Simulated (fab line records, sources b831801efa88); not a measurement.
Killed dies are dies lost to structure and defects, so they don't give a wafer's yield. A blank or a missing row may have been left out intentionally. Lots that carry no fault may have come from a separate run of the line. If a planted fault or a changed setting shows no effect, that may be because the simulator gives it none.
Which tool did it? -- flow gf180mcu -- 10 lots, 30 wafers sampled, at 5 steps of a route of 602

WHAT THE GAUGES READ, wafer by wafer
GF_VT_IMPLANT_TW_MEAS_21. Usual: VT_IMPLANT_2_TW 1226, standard deviation 11.
lot,measured,on,VT_IMPLANT_2_TW,flag
L677,day 6 16:46,film metro-02,1213 1226 1221,
L678,day 6 17:22,film metro-03,1216 1213 1218,
L679,day 7 00:20,film metro-02,1219 1209 1209,
L680,day 7 07:20,film metro-04,1231 1245 1234,
L681,day 7 11:30,film metro-04,1232 1238 1233,
L687,day 8 23:22,film metro-04,1135 1135 1136,OFF
L690,day 9 21:01,film metro-02,1109 1110 1114,OFF
L692,day 10 04:22,film metro-02,1227 1220 1221,
L695,day 10 22:55,film metro-03,1212 1214 1211,
L700,day 12 08:16,film metro-04,1244 1236 1238,

GF_HV_LDD_THK_MEAS_57. Usual: HV_LDD_CVD_56_THK 90.3 nm, standard deviation 0.93.
lot,measured,on,HV_LDD_CVD_56_THK (nm),flag
L677,day 12 23:54,film metro-01,90.1 90.6 89.7,
L678,day 13 02:32,film metro-04,91.1 91.7 90.9,
L679,day 13 14:11,film metro-01,90.6 89.8 90.7,
L680,day 13 19:41,film metro-04,90.0 90.7 89.8,
L681,day 14 00:27,film metro-04,91.4 91.2 90.9,
L687,day 16 02:50,film metro-01,89.7 90.2 88.9,
L690,day 17 03:30,film metro-01,91.1 90.5 89.9,
L692,day 17 11:59,film metro-01,89.2 89.5 89.3,
L695,day 18 12:22,film metro-02,89.8 90.7 90.7,
L700,day 20 06:10,film metro-01,90.2 90.4 90.9,

GF_NSD_OVL_MEAS_08. Usual: NSD_OVL -0.7 nm, standard deviation 1.3.
lot,measured,on,NSD_OVL (nm),flag
L677,day 13 20:14,overlay-02,-1.9 -2.3 -2.8,
L678,day 13 22:26,overlay-02,-1.5 -0.1 1.6,
L679,day 14 10:07,overlay-02,-1.5 -1.1 -3.6,
L680,day 14 15:57,overlay-02,-2.6 0.4 1.5,
L681,day 14 20:54,overlay-01,0.0 -1.7 -1.2,
L687,day 17 01:05,overlay-02,-1.4 -0.7 -0.5,
L690,day 18 02:29,overlay-01,-1.7 -1.7 0.7,
L692,day 18 11:57,overlay-01,1.3 -1.7 0.7,
L695,day 19 11:59,overlay-01,1.0 -2.1 -2.2,
L700,day 21 06:23,overlay-01,-1.7 -0.6 0.4,

WHICH TOOL RAN EACH LOT (tool, then ch and the chambers of the sampled wafers, then the start)
lot,GF_MVSD_STRIP_10,GF_VT_IMPLANT_IMPLANT_19
L677,"plasma asher-04 ch 0,1, day 4 20:21","implanter-01 ch 0, day 6 16:33"
L678,"plasma asher-03 ch 0,1, day 4 20:24","implanter-04 ch 0, day 6 17:07"
L679,"plasma asher-02 ch 0,1, day 5 03:57","implanter-04 ch 0, day 7 00:05"
L680,"plasma asher-02 ch 0,1, day 5 09:54","implanter-04 ch 0, day 7 07:07"
L681,"plasma asher-02 ch 0,1, day 5 13:23","implanter-04 ch 0, day 7 11:15"
L687,"plasma asher-04 ch 0,1, day 6 22:32","implanter-01 ch 0, day 8 23:08"
L690,"plasma asher-03 ch 0,1, day 7 18:01","implanter-01 ch 0, day 9 20:46"
L692,"plasma asher-04 ch 0,1, day 8 00:43","implanter-04 ch 0, day 10 04:07"
L695,"plasma asher-04 ch 0,1, day 8 17:57","implanter-02 ch 0, day 10 22:40"
L700,"plasma asher-03 ch 0,1, day 9 23:47","implanter-04 ch 0, day 12 08:01"
- GF_MVSD_STRIP_10: strips in O2/N2.
- GF_VT_IMPLANT_IMPLANT_19

WHAT THE TOOLS THEMSELVES READ (means of the sampled wafers that have a number; where no wafer has one, the mark that the record gives instead)
GF_MVSD_STRIP_10. Usual: drypump motor current A 5.4 A, standard deviation 0.62; heater power w 338 W, standard deviation 15; oes product au 0.722 a.u., standard deviation 0.0048; strip time to endpoint s 36.98 s, standard deviation 0.13.
lot,tool,drypump motor current A (A),heater power w (W),oes product au (a.u.),strip time to endpoint s (s),flag
L677,plasma asher-04,6.1,338,0.723,37.17,
L678,plasma asher-03,6.0,330,0.727,37.10,
L679,plasma asher-02,4.8,350,0.724,37.09,
L680,plasma asher-02,4.8,354,0.716,37.02,
L681,plasma asher-02,4.8,353,0.724,36.96,
L687,plasma asher-04,5.8,331,0.720,37.01,
L690,plasma asher-03,5.7,320,0.723,36.97,
L692,plasma asher-04,6.1,336,0.723,37.09,
L695,plasma asher-04,6.2,339,0.726,37.02,
L700,plasma asher-03,6.0,314,0.725,37.00,

GF_VT_IMPLANT_IMPLANT_19. Usual: dose ions cm2 4.351e+12, standard deviation 5.3e+09; end station pressure torr 5.06e-06 Torr, standard deviation 2.6e-07; faraday current uA 24.6, standard deviation 0.46.
lot,tool,dose ions cm2,end station pressure torr (Torr),faraday current uA,flag
L677,implanter-01,4.349e+12,5.10e-06,24.4,
L678,implanter-04,4.354e+12,5.19e-06,24.9,
L679,implanter-04,4.351e+12,5.11e-06,24.2,
L680,implanter-04,4.357e+12,4.96e-06,24.5,
L681,implanter-04,4.351e+12,5.13e-06,25.2,
L687,implanter-01,3.302e+12,5.05e-06,18.8,OFF
L690,implanter-01,3.300e+12,5.15e-06,18.6,OFF
L692,implanter-04,4.352e+12,5.26e-06,25.1,
L695,implanter-02,4.353e+12,5.13e-06,24.3,
L700,implanter-04,4.352e+12,4.94e-06,25.0,

THE ANSWER, worked out from the rows above alone
Rule: a lot counts as off when the mean over its wafers that have a number is more than 3 standard deviations away from the usual mean. Also off: a lot with no number at a reading for which 4 or more lots have one. All remaining lots with rows at the step are treated as sound. First the gauges in route order, then the tools' own readings, where a lot's mean is used as printed above. At the first step where some lot is off, the reading lying furthest off is the one used; lots without a number count as furthest.
Off: L687, L690, at GF_VT_IMPLANT_TW_MEAS_21 (VT_IMPLANT_2_TW).
If a tool, at a process step before that reading, ran all the lots that are off and no sound lot after the first of them, it fits. Not tried: the gauges at GF_VT_IMPLANT_TW_MEAS_21; whatever is off there is also off at GF_VT_IMPLANT_IMPLANT_19, on other tools, and gauge error can't account for it. One candidate fits, namely implanter-01 at GF_VT_IMPLANT_IMPLANT_19. A fault onset in the window from L677 (day 6 16:33, its last sound lot) to L687 (day 8 23:08, its first lot off) fits.
The tool's own readings at GF_VT_IMPLANT_IMPLANT_19 bear it out: on the lots that are off they differ by more than 5 times the standard deviation of the sound lots' means. dose ions cm2 reads 3.301e+12 there against 4.352e+12 on the sound lots; faraday current uA reads 18.7 there against 24.7 on the sound lots.

WHAT WAS PUT IN BY THE SIMULATOR
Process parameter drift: implanter-01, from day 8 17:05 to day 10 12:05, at GF_VT_IMPLANT_IMPLANT_19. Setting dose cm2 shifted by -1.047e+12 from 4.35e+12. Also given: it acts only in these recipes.
Struck lots among those shown: L687, L690. The rule above reached the same finding.
